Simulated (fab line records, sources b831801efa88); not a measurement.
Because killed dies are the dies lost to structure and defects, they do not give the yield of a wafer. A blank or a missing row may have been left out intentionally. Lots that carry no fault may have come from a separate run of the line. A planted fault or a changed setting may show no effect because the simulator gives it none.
Which tool did it? -- flow sfq-line -- 42 wafers from 14 lots sampled at 4 of the route's 325 steps

## WHAT EACH GAUGE READ, for each wafer
Not one reading of a measure or inspect step in the record can be checked against a usual standard deviation.

## TOOL THAT RAN EACH LOT (tool first, then ch and the chambers of the sampled wafers, then the start)
lot,SFQ_TRILAYER_L0_STRIP_STRIP_009,SFQ_TRILAYER_I2_VIA_LITHO_PEB_070,SFQ_TRILAYER_I2_VIA_STRIP_STRIP_071,SFQ_TRILAYER_M4_BARC_OPEN_METAL_ETCH_123
L258,"rie-metal-01 ch 1, day 4 14:03","litho-track-01 ch 0, day 40 21:59","rie-metal-02 ch 0, day 40 22:28","rie-metal-03 ch 1, day 47 10:54"
L259,"rie-metal-02 ch 0,1, day 4 17:51","litho-track-01 ch 0, day 41 05:16","rie-metal-03 ch 0,1, day 41 05:52","rie-metal-03 ch 0,1, day 47 20:32"
L261,"rie-metal-01 ch 0,1, day 5 09:27","litho-track-01 ch 0, day 42 05:14","rie-metal-02 ch 0,1, day 42 05:52","rie-metal-03 ch 0,1, day 49 17:08"
L262,"rie-metal-02 ch 0,1, day 5 14:03","litho-track-02 ch 0, day 42 11:11","rie-metal-04 ch 0,1, day 42 11:40","rie-metal-01 ch 0,1, day 49 18:19"
L263,"rie-metal-02 ch 0,1, day 5 20:03","litho-track-01 ch 0, day 43 20:23","rie-metal-03 ch 0,1, day 43 20:52","rie-metal-03 ch 1, day 56 16:59"
L266,"rie-metal-04 ch 0,1, day 6 03:27","litho-track-02 ch 0, day 44 07:16","rie-metal-03 ch 0,1, day 44 07:52","rie-metal-01 ch 0,1, day 57 01:24"
L267,"rie-metal-04 ch 0,1, day 6 05:51","litho-track-01, day 44 12:02","rie-metal-04 ch 0,1, day 44 12:40","rie-metal-01 ch 0,1, day 57 06:57"
L268,"rie-metal-02 ch 0,1, day 6 07:03","litho-track-01, day 44 19:14","rie-metal-04 ch 0,1, day 44 19:52","rie-metal-04 ch 0,1, day 57 10:33"
L269,"rie-metal-04 ch 0,1, day 6 08:15","litho-track-03 ch 0, day 45 13:14","rie-metal-02 ch 0,1, day 45 13:52","rie-metal-04 ch 0,1, day 57 23:24"
L271,"rie-metal-04 ch 0,1, day 6 10:27","litho-track-03 ch 0, day 45 22:47","rie-metal-03 ch 1, day 45 23:16","rie-metal-03 ch 0,1, day 58 07:47"
L276,"rie-metal-04 ch 0,1, day 8 07:06","litho-track-03 ch 0, day 50 03:59","rie-metal-03 ch 0,1, day 50 04:28","rie-metal-03 ch 0,1, day 61 18:43"
L277,"rie-metal-04 ch 0, day 8 12:01","litho-track-03 ch 0, day 50 18:36","rie-metal-03 ch 0, day 50 19:05","rie-metal-01 ch 0,1, day 62 13:57"
L278,"rie-metal-04 ch 0, day 8 20:25","litho-track-03 ch 0, day 51 04:12","rie-metal-04 ch 0,1, day 51 04:41","rie-metal-04 ch 0,1, day 63 00:44"
L280,"rie-metal-04 ch 0,1, day 9 16:54","litho-track-01 ch 0, day 51 15:02","rie-metal-03 ch 0, day 51 15:29","rie-metal-03 ch 0,1, day 63 06:20"
- SFQ_TRILAYER_L0_STRIP_STRIP_009: strips in O2.
- SFQ_TRILAYER_I2_VIA_LITHO_PEB_070: peb time 60 s.
- SFQ_TRILAYER_I2_VIA_STRIP_STRIP_071: strips in O2.
- SFQ_TRILAYER_M4_BARC_OPEN_METAL_ETCH_123: etches BARC in O2, target depth 125 nm, time 41.7 s.

## WHAT THE TOOLS THEMSELVES READ (means of the sampled wafers that have a number; where no wafer has one, the mark that the record gives instead)
SFQ_TRILAYER_L0_STRIP_STRIP_009.
lot,tool,drypump-motor-current-A (A),oes-product-au (a.u.)
L258,rie-metal-01,5.6,0.997
L259,rie-metal-02,5.8,1.003
L261,rie-metal-01,5.5,1.000
L262,rie-metal-02,5.8,0.991
L263,rie-metal-02,5.9,0.998
L266,rie-metal-04,6.5,1.008
L267,rie-metal-04,6.5,1.012
L268,rie-metal-02,5.8,0.991
L269,rie-metal-04,6.5,1.012
L271,rie-metal-04,6.6,0.996
L276,rie-metal-04,6.5,1.002
L277,rie-metal-04,6.5,1.010
L278,rie-metal-04,6.4,1.009
L280,rie-metal-04,6.5,1.008

SFQ_TRILAYER_I2_VIA_LITHO_PEB_070.
lot,tool,chill-plate-temp-C (C),exhaust-pa (Pa)
L258,litho-track-01,23.02,45.1
L259,litho-track-01,23.02,44.3
L261,litho-track-01,23.12,44.6
L262,litho-track-02,22.88,44.1
L263,litho-track-01,23.01,44.6
L266,litho-track-02,23.05,45.3
L267,litho-track-01,-,-
L268,litho-track-01,-,-
L269,litho-track-03,22.88,46.6
L271,litho-track-03,23.08,44.3
L276,litho-track-03,23.04,44.9
L277,litho-track-03,23.01,43.9
L278,litho-track-03,22.96,46.9
L280,litho-track-01,23.01,45.5

SFQ_TRILAYER_I2_VIA_STRIP_STRIP_071.
lot,tool,drypump-motor-current-A (A),oes-product-au (a.u.)
L258,rie-metal-02,6.1,0.994
L259,rie-metal-03,6.1,1.003
L261,rie-metal-02,5.8,1.001
L262,rie-metal-04,6.6,1.005
L263,rie-metal-03,6.2,1.000
L266,rie-metal-03,6.3,0.999
L267,rie-metal-04,6.6,0.994
L268,rie-metal-04,6.5,1.003
L269,rie-metal-02,5.9,1.007
L271,rie-metal-03,6.1,1.007
L276,rie-metal-03,6.3,1.002
L277,rie-metal-03,6.3,0.999
L278,rie-metal-04,6.6,0.990
L280,rie-metal-03,6.3,1.008

SFQ_TRILAYER_M4_BARC_OPEN_METAL_ETCH_123.
lot,tool,drypump-motor-current-A (A),oes-product-au (a.u.)
L258,rie-metal-03,6.1,0.685
L259,rie-metal-03,6.2,0.682
L261,rie-metal-03,6.3,0.688
L262,rie-metal-01,5.5,0.685
L263,rie-metal-03,6.0,0.686
L266,rie-metal-01,5.5,0.686
L267,rie-metal-01,5.5,0.682
L268,rie-metal-04,6.5,0.685
L269,rie-metal-04,6.6,0.690
L271,rie-metal-03,6.2,0.684
L276,rie-metal-03,6.1,0.680
L277,rie-metal-01,5.5,0.685
L278,rie-metal-04,6.5,0.685
L280,rie-metal-03,6.3,0.689

## THE ANSWER, worked out from the rows above alone
Rule: the lots themselves supply what counts as usual. Put in order of their means at a reading, lots are off if they are a third of the lots or fewer, leave a main group of 4 or more, and stand apart from it by a gap of 3 or more times the standard deviation of the main group's means; of several such gaps the widest counts. A main group is skipped when, at the precision printed for the reading in the tables above, its means are all equal. Also off: a lot with no number at a reading for which 4 or more lots have one. All remaining lots with rows at the step are treated as sound. Order of review: gauges by route order, followed by the tools' own readings, for which a lot's mean as printed above is used. At the first step where some lot is off, the reading lying furthest off is the one used; lots without a number count as furthest.
Off at SFQ_TRILAYER_I2_VIA_LITHO_PEB_070 (chill-plate-temp-C): L267, L268. Without a number there: L267, L268. Main group: mean 23.01 C, sd 0.068.
If a tool, at that step or one of the process steps before it, ran each lot that is off and ran no sound lot following the first of them, it fits. Of those tried, none fits.

## WHAT WAS PUT IN BY THE SIMULATOR
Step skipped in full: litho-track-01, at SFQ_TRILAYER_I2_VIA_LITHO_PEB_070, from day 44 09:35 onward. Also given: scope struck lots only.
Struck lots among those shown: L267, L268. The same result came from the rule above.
